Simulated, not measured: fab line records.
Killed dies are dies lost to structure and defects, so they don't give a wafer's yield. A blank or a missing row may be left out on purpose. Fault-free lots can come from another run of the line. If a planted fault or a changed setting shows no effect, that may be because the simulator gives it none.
Which tool is to blame? | flow gf180mcu | 36 wafers from 12 lots sampled at 5 of the route's 602 steps

WHAT EACH GAUGE READ, for each wafer
GF_M2_CD_MEAS_14: target cd 280 nm.
lot  | measured     | on        | cd nm (nm)
L318 | day 20 04:49 | cd sem-01 | 280.1 281.4 280.7
L322 | day 22 01:29 | cd sem-02 | 280.9 280.6 280.2
L323 | day 22 03:34 | cd sem-02 | 278.7 277.9 278.5
L330 | day 24 14:53 | cd sem-02 | 280.4 280.8 279.3
L331 | day 24 21:21 | cd sem-02 | 279.3 279.9 278.6
L332 | day 25 07:34 | cd sem-02 | 279.2 278.9 280.4
L333 | day 25 15:41 | cd sem-01 | 277.4 277.6 278.3
L334 | day 25 21:53 | cd sem-01 | 280.5 280.3 280.6
L335 | day 26 01:08 | cd sem-01 | 279.7 280.8 280.7
L336 | day 26 09:00 | cd sem-01 | 281.0 280.3 281.3
L337 | day 26 18:17 | cd sem-01 | 280.9 280.4 280.7
L338 | day 27 08:26 | cd sem-01 | 280.2 279.8 278.7

GF_M2_OVL_MEAS_15.
lot  | measured     | on         | M2_OVL (nm)
L318 | day 20 04:56 | overlay-02 | -11 -12 -5
L322 | day 22 01:35 | overlay-02 | -6 2 1
L323 | day 22 03:41 | overlay-02 | -4 -7 -10
L330 | day 24 14:59 | overlay-02 | 7 4 5
L331 | day 24 21:28 | overlay-02 | 3 -1 -9
L332 | day 25 07:41 | overlay-02 | 0 0 -2
L333 | day 25 15:49 | overlay-01 | -3 -3 -8
L334 | day 25 22:01 | overlay-01 | 9 12 8
L335 | day 26 01:16 | overlay-01 | -8 -2 -3
L336 | day 26 09:07 | overlay-02 | 0 -4 -2
L337 | day 26 18:23 | overlay-01 | -5 -5 0
L338 | day 27 08:34 | overlay-01 | 0 -6 -1

GF_V3_BOW_MEAS_05.
lot  | measured     | on            | V3_BOW (um)
L318 | day 22 09:08 | film metro-02 | 120 115 132
L322 | day 24 03:27 | film metro-04 | 97 95 95
L323 | day 24 04:58 | film metro-04 | 100 87 99
L330 | day 26 13:27 | film metro-01 | 116 114 113
L331 | day 26 20:52 | film metro-02 | 119 117 124
L332 | day 27 04:56 | film metro-01 | 124 119 120
L333 | day 27 13:40 | film metro-04 | 111 116 104
L334 | day 27 19:41 | film metro-02 | 119 123 132
L335 | day 27 22:01 | film metro-02 | 109 128 119
L336 | day 28 04:48 | film metro-04 | 100 97 110
L337 | day 28 13:20 | film metro-04 | 126 124 118
L338 | day 29 04:02 | film metro-04 | 135 130 112

WHAT TOOL EACH LOT RAN ON (gives the tool, then ch and the chambers of the sampled wafers, and finally the start)
lot  | GF_M3_STRIP_17                       | GF_V3_CVD_02
L318 | plasma asher-02 ch 0,1, day 22 08:02 | pecvd-03 ch 0,2, day 22 08:43
L322 | plasma asher-04 ch 0,1, day 24 02:01 | pecvd-04 ch 0,1,2, day 24 02:59
L323 | plasma asher-04 ch 0,1, day 24 03:53 | pecvd-04 ch 0,2, day 24 04:32
L330 | plasma asher-01 ch 0,1, day 26 12:20 | pecvd-02 ch 1,2, day 26 12:59
L331 | plasma asher-04 ch 0,1, day 26 19:10 | pecvd-04 ch 1,2, day 26 19:50
L332 | plasma asher-04 ch 0,1, day 27 03:49 | pecvd-03 ch 0,1,2, day 27 04:29
L333 | plasma asher-04 ch 0,1, day 27 12:29 | pecvd-03 ch 0,2, day 27 13:14
L334 | plasma asher-04 ch 1, day 27 18:34   | pecvd-04 ch 1,2, day 27 19:16
L335 | plasma asher-02 ch 0,1, day 27 20:53 | pecvd-03 ch 0,2, day 27 21:35
L336 | plasma asher-02 ch 0,1, day 28 03:41 | pecvd-03 ch 0,1,2, day 28 04:22
L337 | plasma asher-04 ch 0,1, day 28 12:13 | pecvd-04 ch 1,2, day 28 12:53
L338 | plasma asher-01 ch 0,1, day 29 02:55 | pecvd-03 ch 1,2, day 29 03:36
- GF_M3_STRIP_17: strips in O2/N2.
- GF_V3_CVD_02: deposits SiO2 from TEOS, target thk 850 nm, time 94.851 s.

AS READ BY THE TOOLS THEMSELVES (means over the sampled wafers that have a number; for cases with no such wafer, the mark the record gives instead)
GF_M3_STRIP_17.
lot  | tool            | chamber pressure mTorr (mTorr) | drypump motor current A (A) | heater power w (W) | o2 flow sccm (sccm) | oes product au (a.u.) | strip time to endpoint s (s)
L318 | plasma asher-02 | 1500.4                         | 5.9                         | 315                | 2998                | 0.555                 | 7.86
L322 | plasma asher-04 | 1501.4                         | 5.3                         | 349                | 3000                | 0.563                 | 7.93
L323 | plasma asher-04 | 1498.9                         | 5.3                         | 342                | 2982                | 0.564                 | 7.85
L330 | plasma asher-01 | 1499.5                         | 5.6                         | 334                | 2991                | 0.558                 | 7.90
L331 | plasma asher-04 | 1500.7                         | 5.3                         | 347                | 2997                | 0.556                 | 7.90
L332 | plasma asher-04 | 1499.8                         | 5.9                         | 347                | 3002                | 0.558                 | 7.92
L333 | plasma asher-04 | 1499.9                         | 5.9                         | 352                | 3001                | 0.561                 | 7.91
L334 | plasma asher-04 | 1500.3                         | 6.4                         | 359                | 2990                | 0.556                 | 7.79
L335 | plasma asher-02 | 1499.9                         | 5.5                         | 356                | 3003                | 0.563                 | 7.97
L336 | plasma asher-02 | 1500.2                         | 5.5                         | 349                | 2993                | 0.561                 | 7.88
L337 | plasma asher-04 | 1499.1                         | 5.3                         | 348                | 3001                | 0.557                 | 7.88
L338 | plasma asher-01 | 1500.2                         | 5.6                         | 320                | 2998                | 0.557                 | 7.90

GF_V3_CVD_02.
lot  | tool     | heater power outer w (W) | heater power w (W)
L318 | pecvd-03 | 338                      | 621
L322 | pecvd-04 | -                        | -
L323 | pecvd-04 | -                        | -
L330 | pecvd-02 | 425                      | 678
L331 | pecvd-04 | 362                      | 676
L332 | pecvd-03 | 347                      | 629
L333 | pecvd-03 | 319                      | 597
L334 | pecvd-04 | 349                      | 681
L335 | pecvd-03 | 300                      | 575
L336 | pecvd-03 | 375                      | 669
L337 | pecvd-04 | 353                      | 651
L338 | pecvd-03 | 362                      | 646

THE ANSWER, worked out from the rows above alone
Rule: the lots themselves supply what counts as usual. Put in order of their means at a reading, lots are off if they are a third of the lots or fewer, leave a main group of 4 or more, and stand apart from it by a gap of 3 or more times the standard deviation of the main group's means; of several such gaps the widest counts. If all means in a main group match to the digits the tables above print for the reading, that group is not used. Also off: a lot with no number at a reading for which 4 or more lots have one. The other lots that the step has rows for count as sound. First the gauges in route order, then the tools' own readings, where a lot's mean is used as printed above. At the first step where some lot is off, the reading lying furthest off is the one used; lots without a number count as furthest.
Off: L322, L323 (GF_V3_CVD_02, heater power outer w). Without a number there: L322, L323. For the main group the mean is 353 W and the standard deviation 32.
If a tool, at that step or one of the process steps before it, ran each lot that is off and ran no sound lot following the first of them, it fits. Of those tried, none fits.

WHAT WAS PUT IN BY THE SIMULATOR
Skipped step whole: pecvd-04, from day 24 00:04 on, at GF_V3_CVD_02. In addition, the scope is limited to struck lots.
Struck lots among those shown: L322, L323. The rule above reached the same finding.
